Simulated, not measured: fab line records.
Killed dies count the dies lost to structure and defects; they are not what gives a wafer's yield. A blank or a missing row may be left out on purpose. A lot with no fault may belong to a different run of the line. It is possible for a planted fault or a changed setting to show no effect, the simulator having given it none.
fab line records | flow sky130
record lots=6 wafers=18 lastDay=52
route steps=708 shown SD_N@350 SD_P@359 RES_XHIGH@360 SALICIDE@361 LI_CONTACT@362 PAD_OPEN@708
lots that met no fault: from a run of the same line without faults
startH: hours from the record's opening day to when the first of the lot's shown wafers began | waitH: hours from the lot's prior step to this one | " identical to the entry in the row above | L1.1+2: several wafers, shown together as one row | - either no value or no given start | * or withheld: withheld | < > ~ a bound
route shown NAME@n: NAME is a module with steps in the file, n the number in the route of the first one | usual: mean/standard deviation taken from wafers without a fault | same: alike in all rows | chamber/n: place in a boat | sites: per-site readings | _std_site: standard deviation of those values | _edge_site: the outer-site mean with the inner-site mean subtracted | radiusMm: how far each site lies from the wafer's centre | mask NAME#n: copy n | behind: the tool/chamber that last shaped the wafer | hold: what put the lot on hold/how long, in hours/how the hold closed | device: which transistor (n, p or np) failed to switch | end of line: the same wafers' tests at the end of the route | step lacking rows: just its recipe | killed: the dies lost at the first sort to structure and to defects; this is not the yield of the wafer | map: shows each die of a wafer: x if killed, . if not, _ if none is there
set.NAME: the run value of the setting; set.NAME@STEP: its run value at that earlier step | model.NAME: the simulator's own value behind a step, which no gauge read
certain route steps with their lots: each step a table, each wafer a row
services: a tool's chamber out of use, with start hour (startH, from the record's first day; less than 0 if before it), hours out, and reason
## steps
# step SKY_SD_N_OVL_MEAS_08
# usual SD_N_OVL=-1.7/1.4
# columns lot.wafer tool chamber startH waitH SD_N_OVL[nm]
L610.2 overlay-01 - 590.48 0.1 -2.1
L610.4 " - " " -2.9
L610.5 " - " " -2.6
L618.1 overlay-01 - 647.28 0.1 -3.1
L618.3 " - " " -2.0
L618.6 " - " " -3.4
L622.2 overlay-02 - 669.91 0.1 -1.4
L622.5 " - " " -3.6
L622.6 " - " " -1.2
L623.2 overlay-02 - 671.46 0.1 -0.8
L623.3 " - " " -0.6
L623.5 " - " " -2.3
L630.1 overlay-02 - 902.56 0.1 -0.3
L630.5 " - " " -0.4
L630.6 " - " " -1.4
L632.1 overlay-02 - 905.96 0.1 -2.6
L632.4 " - " " -2.1
L632.6 " - " " -3.1
# step SKY_SD_N_IMPLANT_09
# recipe species=As energyKev=50 doseCm2=4e+15 tiltDeg=0
# step SKY_SD_N_IMPLANT_10
# recipe species=P energyKev=20 doseCm2=1e+14 tiltDeg=0
# step SKY_SD_N_STRIP_11
# recipe chemistry=O2/N2 powerW=1400 pressureMtorr=1500 platenTempC=withheld o2FlowSccm=3000 n2FlowSccm=300 overashFraction=0.5
# usual drypumpMotorCurrentA=5.83/0.29 oesProductAu=0.527/0.0045 stripTimeToEndpointS=22.55/0.043
# columns lot.wafer tool chamber startH waitH drypumpMotorCurrentA oesProductAu rfHoursCounterH stripTimeToEndpointS
L610.2 plasmaAsher-04 0 590.81 0.1 5.55 0.529 92 22.61
L610.4 " 1 " " 5.83 0.522 - 22.57
L610.5 " 1 " " 5.88 0.518 - 22.61
L618.1 plasmaAsher-04 0 647.61 0.1 5.55 0.525 100 22.53
L618.3 " 0 " " 5.55 0.530 - 22.61
L618.6 " 0 " " 5.54 0.524 - 22.57
L622.2 plasmaAsher-01 0 670.24 0.1 5.24 0.530 48 22.62
L622.5 " 1 " " 6.06 0.520 - 22.62
L622.6 " 0 " " 5.21 0.530 - 22.61
L623.2 plasmaAsher-03 1 671.79 0.1 6.14 0.527 85 22.57
L623.3 " 0 " " 5.84 0.535 - 22.62
L623.5 " 1 " " 6.16 0.530 - 22.61
L630.1 plasmaAsher-01 0 902.94 0.2 5.25 0.530 72 22.53
L630.5 " 1 " " 5.98 0.521 - 22.54
L630.6 " 0 " " 5.24 0.536 - 22.54
L632.1 plasmaAsher-04 1 906.29 0.1 5.88 0.527 15 22.54
L632.4 " 0 " " 5.57 0.530 - 22.55
L632.6 " 1 " " 5.90 0.529 - 22.55
# step SKY_SD_N_TW_MEAS_12
# usual SD_N_TW=3946/20
# columns lot.wafer tool chamber startH waitH SD_N_TW
L610.2 filmMetro-04 - 590.92 0.1 3954
L610.4 " - " " 3936
L610.5 " - " " 3951
L618.1 filmMetro-01 - 647.71 0.1 3954
L618.3 " - " " 3951
L618.6 " - " " 3978
L622.2 filmMetro-02 - 670.35 0.1 3946
L622.5 " - " " 3931
L622.6 " - " " 3970
L623.2 filmMetro-02 - 671.90 0.1 3921
L623.3 " - " " 3933
L623.5 " - " " 3918
L630.1 filmMetro-02 - 903.04 0.1 3952
L630.5 " - " " 3965
L630.6 " - " " 3947
L632.1 filmMetro-04 - 906.39 0.1 3934
L632.4 " - " " 3899
L632.6 " - " " 3938
# step SKY_SD_N_CLEAN_13
# recipe chemistry=SC1/SC2 mix=1:4:20 tempC=70 timeS=150 dry=n2Spin
# step SKY_SD_N_RTA_14
# recipe tempC=1075 timeS=2 idleTempC=650 rampUpCPerS=150 rampDownCPerS=90 ambient=N2
# usual lampPowerPct=15.72/0.049 rampDownCPerS=90.001/0.017 wafer_temp_C_max=1078.1/1.2
# columns lot.wafer tool chamber startH waitH lampPowerPct rampDownCPerS wafer_temp_C_max
L610.2 rtpAnneal-01 0 591.03 0.0 15.80 90.019 1075.2
L610.4 " 0 " " 15.70 89.996 1078.3
L610.5 " 0 " " 15.77 90.021 1076.6
L618.1 rtpAnneal-02 0 647.88 0.0 15.69 90.005 1078.3
L618.3 " 0 " " 15.80 89.993 1079.9
L618.6 " 0 " " 15.77 89.992 1077.7
L622.2 rtpAnneal-01 0 670.46 0.0 15.64 90.008 1078.4
L622.5 " 0 " " 15.70 89.994 1076.7
L622.6 " 0 " " 15.74 90.012 1078.7
L623.2 rtpAnneal-02 0 672.01 0.0 15.72 90.012 1077.5
L623.3 " 0 " " 15.74 90.007 1077.8
L623.5 " 0 " " 15.75 89.977 1079.0
L630.1 rtpAnneal-02 0 903.15 0.0 15.68 89.990 1078.2
L630.5 " 0 " " 15.68 89.991 1079.3
L630.6 " 0 " " 15.83 90.045 1077.4
L632.1 rtpAnneal-02 0 906.50 0.0 15.72 89.976 1077.0
L632.4 " 0 " " 15.68 90.008 1078.9
L632.6 " 0 " " 15.75 89.995 1076.9
# step SKY_SD_N_RS_MEAS_16
# recipe thkMeasGauge=four-point-probe
# usual SD_N_RS=68.43/0.11
# columns lot.wafer tool chamber startH waitH SD_N_RS[ohm/sq]
L610.2 filmMetro-02 - 591.21 0.1 68.48
L610.4 " - " " 68.47
L610.5 " - " " 68.45
L618.1 filmMetro-02 - 648.05 0.1 68.39
L618.3 " - " " 68.41
L618.6 " - " " 68.50
L622.2 filmMetro-04 - 670.65 0.1 68.65
L622.5 " - " " 68.40
L622.6 " - " " 68.52
L623.2 filmMetro-01 - 672.19 0.1 68.49
L623.3 " - " " 68.36
L623.5 " - " " 68.41
L630.1 filmMetro-04 - 903.33 0.1 68.46
L630.5 " - " " 68.33
L630.6 " - " " 68.36
L632.1 filmMetro-01 - 906.68 0.1 68.47
L632.4 " - " " 68.53
L632.6 " - " " 68.68
# step SKY_SD_N_RS_MEAS_17
# recipe thkMeasGauge=four-point-probe
# usual SD_P_RS=146.8/0.38
# columns lot.wafer tool chamber startH waitH SD_P_RS[ohm/sq]
L610.2 filmMetro-02 - 591.33 0.1 146.4
L610.4 " - " " 146.8
L610.5 " - " " 146.6
L618.1 filmMetro-02 - 648.17 0.1 146.8
L618.3 " - " " 147.0
L618.6 " - " " 146.9
L622.2 filmMetro-04 - 670.77 0.1 147.0
L622.5 " - " " 147.2
L622.6 " - " " 147.1
L623.2 filmMetro-01 - 672.31 0.1 146.9
L623.3 " - " " 146.4
L623.5 " - " " 146.9
L630.1 filmMetro-04 - 903.45 0.1 146.7
L630.5 " - " " 146.9
L630.6 " - " " 146.8
L632.1 filmMetro-01 - 906.80 0.1 146.7
L632.4 " - " " 146.9
L632.6 " - " " 147.3
# step SKY_SD_N_RS_MEAS_18
# recipe thkMeasGauge=four-point-probe
# usual RES_XHIGH_RS=332.6/1.2
# columns lot.wafer tool chamber startH waitH RES_XHIGH_RS[ohm/sq]
L610.2 filmMetro-02 - 591.45 0.1 330.7
L610.4 " - " " 331.1
L610.5 " - " " 331.5
L618.1 filmMetro-02 - 648.29 0.1 331.7
L618.3 " - " " 332.9
L618.6 " - " " 333.6
L622.2 filmMetro-04 - 670.89 0.1 334.3
L622.5 " - " " 331.8
L622.6 " - " " 333.7
L623.2 filmMetro-01 - 672.43 0.1 330.5
L623.3 " - " " 331.8
L623.5 " - " " 333.0
L630.1 filmMetro-04 - 903.57 0.1 333.5
L630.5 " - " " 334.5
L630.6 " - " " 332.9
L632.1 filmMetro-01 - 906.92 0.1 332.2
L632.4 " - " " 333.4
L632.6 " - " " 331.5
# step SKY_SALICIDE_CLEAN_00
# recipe chemistry=HF-last timeS=30 dilution=100:1 dry=ipaMarangoni
# step SKY_LI_CONTACT_HDPCVD_00
# recipe material=PSG targetThkNm=930 sigmaOpenFrac=0.3 timeS=155 tempC=600 sih4FlowSccm=60 pressureMtorr=6
# columns lot.wafer tool chamber startH waitH model.PSG_of_LI_CONTACT_HDPCVD_00.thkNm
L610.2 hdpcvd-02 2 591.57 0.0 929.3
L610.4 " 0 " " 921.2
L610.5 " 1 " " 930.4
L618.1 hdpcvd-02 0 648.45 0.0 933.3
L618.3 " 1 " " 929.2
L618.6 " 2 " " 940.2
L622.2 hdpcvd-02 1 671.00 0.0 923.3
L622.5 " 2 " " 1283
L622.6 " 0 " " 917.6
L623.2 hdpcvd-02 2 672.55 0.0 1286
L623.3 " 0 " " 931.2
L623.5 " 1 " " 925.4
L630.1 hdpcvd-01 2 903.70 0.0 932.7
L630.5 " 0 " " 920.6
L630.6 " 1 " " 932.1
L632.1 hdpcvd-01 1 907.06 0.0 936.5
L632.4 " 1 " " 931
L632.6 " 2 " " 934.9
# step SKY_LI_CONTACT_THK_MEAS_01
# recipe reads=PSG_of_LI_CONTACT_HDPCVD_00
# usual LI_CONTACT_HDPCVD_THK=929/8.1
# columns lot.wafer tool chamber startH waitH LI_CONTACT_HDPCVD_THK[nm]
L610.2 filmMetro-04 - 591.72 0.1 930
L610.4 " - " " 922
L610.5 " - " " 930
L618.1 filmMetro-01 - 648.55 0.1 934
L618.3 " - " " 929
L618.6 " - " " 941
L622.2 filmMetro-02 - 671.12 0.1 924
L622.5 " - " " 1284
L622.6 " - " " 917
L623.2 filmMetro-01 - 672.66 0.1 1286
L623.3 " - " " 931
L623.5 " - " " 925
L630.1 filmMetro-04 - 903.81 0.1 933
L630.5 " - " " 921
L630.6 " - " " 932
L632.1 filmMetro-01 - 907.16 0.1 936
L632.4 " - " " 932
L632.6 " - " " 935
# step SKY_LI_CONTACT_CMP_02
# recipe material=PSG downForcePsi=4 platenRpm=60 padVelocityMS=0.94248
# usual motorCurrentA=11.7/0.99 timeToEndpointS=32.7/2.9
# columns lot.wafer tool chamber startH waitH motorCurrentA timeToEndpointS
L610.2 cmp-01 3 592.01 0.3 11.9 31.9
L610.4 " 0 " " 10.3 31.0
L610.5 " 3 " " 12.6 29.9
L618.3 cmp-02 3 648.66 0.1 11.8 29.7
L618.1 " 1 " " 10.2 30.7
L618.6 " 2 " " 13.0 28.5
L622.2 cmp-01 3 671.22 0.1 11.7 28.9
L622.6 " 2 " " 11.3 33.0
L622.5 " 3 " " 13.0 66.8
L623.3 cmp-02 0 672.89 0.2 12.3 30.7
L623.2 " 1 " " 11.0 68.8
L623.5 " 3 " " 11.9 33.0
L630.1 cmp-01 3 903.93 0.1 12.2 33.3
L630.6 " 3 " " 12.2 33.1
L630.5 " 0 " " 10.2 34.2
L632.1 cmp-01 2 907.22 0.1 11.3 37.4
L632.4 " 1 " " 12.2 37.2
L632.6 " 2 " " 11.2 36.2
# step SKY_LI_CONTACT_BOW_MEAS_03
# recipe mode=bow
# usual LI_CONTACT_BOW=56/6.9
# columns lot.wafer tool chamber startH waitH LI_CONTACT_BOW[um]
L610.2 filmMetro-02 - 592.33 0.3 62
L610.4 " - " " 64
L610.5 " - " " 60
L618.1 filmMetro-04 - 648.91 0.1 56
L618.3 " - " " 65
L618.6 " - " " 57
L622.2 filmMetro-02 - 671.49 0.2 54
L622.5 " - " " 54
L622.6 " - " " 66
L623.2 filmMetro-02 - 673.16 0.2 36
L623.3 " - " " 43
L623.5 " - " " 63
L630.1 filmMetro-02 - 904.23 0.2 56
L630.5 " - " " 55
L630.6 " - " " 48
L632.1 filmMetro-02 - 907.52 0.2 51
L632.4 " - " " 64
L632.6 " - " " 47
# step SKY_PAD_OPEN_PROBE_99
# usual killed_at_M0_to_M3=43/7 killed_at_M4_up=2.7/1.6 killedAtContacts=24/5.3 killedAtFrontEnd=16/4.6 killedAtOther=0.3/0.53 killedDies=86/9.3 killedOpen=47/6.9 killedShort=38/6.1
# same grossDies=492 killedAtBackSide=0
# columns lot.wafer tool chamber startH waitH killed_at_M0_to_M3 killed_at_M4_up killedAtContacts killedAtFrontEnd killedAtOther killedDies killedOpen killedShort
L610.2 prober-01 - 1040.56 0.1 50 1 23 14 0 88 45 43
L610.4 prober-01 - 1040.66 0.2 41 2 32 13 1 89 53 35
L610.5 prober-01 - 1040.71 0.2 55 2 21 22 0 100 60 38
L618.1 prober-01 - 1080.31 0.1 58 2 19 18 0 97 54 43
L618.3 prober-01 - 1080.41 0.2 49 4 22 21 0 96 48 48
L618.6 prober-01 - 1080.56 0.2 46 2 22 20 0 90 51 39
L623.2 prober-01 - 1098.96 0.1 41 4 25 9 0 79 46 33
L623.3 prober-01 - 1099.01 0.2 52 3 23 10 0 88 45 43
L623.5 prober-01 - 1099.11 0.2 43 1 29 11 0 84 49 35
L630.1 prober-02 - 1242.76 0.1 44 3 27 16 0 90 47 43
L630.5 prober-02 - 1242.96 0.2 37 2 31 19 2 91 51 39
L630.6 prober-02 - 1243.01 0.2 33 3 24 14 1 75 35 39
# killed by level:class
L610.2 METAL2:geometricParticle:short=10 LI_CONTACT:geometricParticle:open=9 VIA3:geometricParticle:open=8 FIELD_ISO:geometricParticle:short=6 VIA2:geometricParticle:open=5 VIA1:geometricParticle:open=5 METAL2:geometricParticle:open=5 CONTACT:geometricParticle:open=5
L610.4 CONTACT:geometricParticle:open=13 LI_CONTACT:geometricParticle:open=11 VIA1:geometricParticle:open=11 VIA3:geometricParticle:open=8 METAL1:geometricParticle:short=7 FIELD_ISO:geometricParticle:open=5 POLY_GATE:geometricParticle:short=4 LOCAL_INTERCONNECT:geometricParticle:short=4
L610.5 VIA1:geometricParticle:open=19 FIELD_ISO:geometricParticle:open=8 LI_CONTACT:geometricParticle:open=7 CONTACT:geometricParticle:open=7 FIELD_ISO:geometricParticle:short=6 METAL1:geometricParticle:short=6 VIA2:geometricParticle:open=6 METAL2:geometricParticle:short=5
L618.1 VIA1:geometricParticle:open=12 VIA2:geometricParticle:open=11 POLY_GATE:geometricParticle:short=8 VIA3:geometricParticle:open=8 LI_CONTACT:geometricParticle:open=7 METAL1:geometricParticle:open=6 METAL1:geometricParticle:short=5 METAL2:geometricParticle:short=5
L618.3 VIA1:geometricParticle:open=13 FIELD_ISO:geometricParticle:open=8 CONTACT:geometricParticle:open=8 FIELD_ISO:geometricParticle:short=7 VIA1:geometricParticle:short=7 METAL2:geometricParticle:short=7 LI_CONTACT:geometricParticle:open=6 METAL1:geometricParticle:short=5
L618.6 VIA1:geometricParticle:open=19 CONTACT:geometricParticle:short=8 CONTACT:geometricParticle:open=7 VIA3:geometricParticle:open=6 FIELD_ISO:geometricParticle:open=5 METAL2:geometricParticle:short=5 FIELD_ISO:geometricParticle:short=4 POLY_GATE:geometricParticle:open=4
L623.2 VIA1:geometricParticle:open=10 LI_CONTACT:geometricParticle:open=9 CONTACT:geometricParticle:open=8 METAL1:geometricParticle:short=6 VIA3:geometricParticle:open=6 VIA2:geometricParticle:open=5 LOCAL_INTERCONNECT:geometricParticle:short=4 VIA3:geometricParticle:short=4
L623.3 VIA1:geometricParticle:open=12 CONTACT:geometricParticle:open=7 LI_CONTACT:geometricParticle:open=6 VIA1:geometricParticle:short=6 VIA2:geometricParticle:open=6 VIA3:geometricParticle:open=6 METAL2:geometricParticle:short=5 CONTACT:geometricParticle:short=4
L623.5 VIA1:geometricParticle:open=14 LI_CONTACT:geometricParticle:open=9 CONTACT:geometricParticle:open=9 METAL1:geometricParticle:short=6 CONTACT:geometricParticle:short=5 VIA1:geometricParticle:short=5 FIELD_ISO:geometricParticle:short=4 LOCAL_INTERCONNECT:geometricParticle:short=4
L630.1 VIA1:geometricParticle:open=13 VIA3:geometricParticle:open=9 CONTACT:geometricParticle:open=8 VIA1:geometricParticle:short=7 POLY_GATE:geometricParticle:short=6 CONTACT:geometricParticle:short=6 LOCAL_INTERCONNECT:geometricParticle:short=5 POLY_GATE:geometricParticle:open=4
L630.5 LI_CONTACT:geometricParticle:open=13 CONTACT:geometricParticle:open=8 VIA1:geometricParticle:open=7 VIA3:geometricParticle:open=7 CONTACT:geometricParticle:short=6 METAL3:geometricParticle:short=6 SPACER:geometricParticle:short=5 METAL1:geometricParticle:short=5
L630.6 CONTACT:geometricParticle:open=8 VIA1:geometricParticle:open=8 VIA2:geometricParticle:open=6 CONTACT:geometricParticle:short=5 METAL1:geometricParticle:short=5 FIELD_ISO:geometricParticle:short=4 LI_CONTACT:geometricParticle:short=4 VIA3:geometricParticle:short=4
## services
# columns tool chamber startH hours kind
plasmaAsher-01 - 570.89 39.0 repair
hdpcvd-02 - 571.65 1.8 repair
cmp-01 - 572.05 4.0 pm
cmp-02 - 581.86 0.4 repair
cmp-01 - 582.32 0.9 repair
hdpcvd-02 - 592.65 0.7 repair
plasmaAsher-01 - 617.08 28.1 pm
hdpcvd-02 - 650.75 15.0 pm
cmp-01 - 661.12 8.0 pm
cmp-01 - 671.47 8.5 pm
rtpAnneal-02 - 688.60 2.9 pm
rtpAnneal-02 - 695.98 6.2 pm
cmp-01 - 702.90 0.7 repair
cmp-01 - 720.80 1.0 repair
hdpcvd-01 - 730.45 5.5 pm
rtpAnneal-01 - 733.44 3.3 pm
plasmaAsher-04 - 733.75 9.0 pm
hdpcvd-01 - 735.91 4.3 pm
cmp-02 - 744.11 4.0 pm
hdpcvd-01 - 803.60 0.8 repair
cmp-01 - 814.82 1.0 repair
cmp-01 - 837.94 1.5 repair
plasmaAsher-04 - 892.34 11.9 repair
hdpcvd-02 - 902.51 2.8 pm
## key
firstSign step=SKY_LI_CONTACT_THK_MEAS_01 reading=LI_CONTACT_HDPCVD_THK direction=up sigmas=44 usual=929 struck=1285
effect step=SKY_LI_CONTACT_CMP_02 reading=timeToEndpointS direction=up sigmas=12 usual=* struck=*
modelEffect step=SKY_LI_CONTACT_HDPCVD_00 value=PSG_of_LI_CONTACT_HDPCVD_00.thkNm without=918 struck=1284
metAt SKY_LI_CONTACT_HDPCVD_00
struckWafers L622.5,L623.2
testerLeftOut L622,L623
onsetBetween 648.45 671.00
fault kind=processParameterDrift tool=hdpcvd-02 chamber=2 onsetH=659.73 steps=SKY_LI_CONTACT_HDPCVD_00 channel=targetThkNm offset=366.29 shape=step endH=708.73 actsIn=theseRecipesOnly stated=930
# testerLeftOut: of these lots the tester's yield and bins aren't shown, on N5 and GAA mostly nor the transistor test; their killed dies are dies lost to structure and defects alone, not to doping, threshold or leakage, so they don't give the yield
